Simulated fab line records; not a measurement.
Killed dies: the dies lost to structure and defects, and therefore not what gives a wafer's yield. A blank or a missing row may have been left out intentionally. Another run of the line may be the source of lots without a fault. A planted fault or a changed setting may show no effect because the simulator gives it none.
Problem report, 8D (eight disciplines) form, completed by code / flow gf180mcu / the parts of the form that need people (team, actions taken, sign-off) are left out

## 1. THE ISSUE
Wafers without a fault read 36.92 s, standard deviation 0.086; strip-time-to-endpoint-s at GF_LVPWELL_STRIP_10 reads a mean of 24.27 s on 6 wafers belonging to 2 lots. That is -99 or more standard deviations from the usual mean.
The step: strips in O2/N2.
The first sign was on wafer L581.1 at day 5 17:33, on plasma-asher-02. The record has a number at this step for 36 wafers belonging to 12 lots. The rule behind "out" and "out of limits": a value lying over 4 standard deviations away from the usual mean. The rest of the wafers with a number are treated as sound.

## 2. WHAT IT IS; WHAT IT IS NOT
question=which readings at this step | is=strip-time-to-endpoint-s | is not=chamber-pressure-mTorr, drypump-motor-current-A, heater-power-w
question=which lots | is=L581, L584 | is not=L573, L574, L575, L576, L579, L587, L590, L591, L593, L595
question=which wafers of those lots | is=all that have a number | is not=-
question=read on which tools | is=plasma-asher-01, plasma-asher-02 | is not=plasma-asher-03
question=when | is=from day 5 17:33 | is not=up to then (15 sound wafers); but 15 sound wafers of L587, L590, L591, L593, L595 came after

## 3. THE SUSPECTS, EACH WITH WHAT RULES IT OUT
Counting: a tool at a process step up to the reading stays a suspect if it ran every lot that is out and no sound lot after the first of them.
- litho-track-03 at GF_LVPWELL_COAT_02 (resist thk 3000 nm): kept. Every lot that is out went through it, starting with L581 (day 5 09:31), and after that it ran no sound lot; the last sound lot it ran before then is L576 (day 4 05:40).
The count leaves litho-track-03 at GF_LVPWELL_COAT_02.

## 4. THE CAUSE (what the simulator had put in)
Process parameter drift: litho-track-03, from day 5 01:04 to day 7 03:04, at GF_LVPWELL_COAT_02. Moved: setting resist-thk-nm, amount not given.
Only this tool survived the counting.

## 5. THE EFFECT CHAIN, in route order
Rows list readings where the struck wafers' mean (over those with a number) sits beyond 3 standard deviations from the usual. Only readings whose record carries a usual standard deviation are examined. hours: median over the lots of the time between each lot's start at the first step of this table that gives one and its start at this step. sigmas: the change, counted in usual standard deviations.
hours=0; step=GF_LVPWELL_STRIP_10; reading=strip-time-to-endpoint-s; usual=36.92 s; on struck wafers=24.27; change=-12.65; sigmas=-99 or more
Process steps it contains:
- GF_LVPWELL_STRIP_10: strips in O2/N2.

## 6. HOW IT WOULD HAVE BEEN CAUGHT EARLIER
16 hours passed between the start of the fault at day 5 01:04 and the first reading out of limits in this record, taken at day 5 17:33.
Tool readings at GF_LVPWELL_COAT_02 with a usual standard deviation given in the record: none out on any struck wafer, hence no alarm at a limit of 4 standard deviations on them.
Of the lots that are out (2), L584 began GF_LVPWELL_COAT_02 on litho-track-03 after day 5 17:33. A tool hold placed at that time would have kept it from harm.
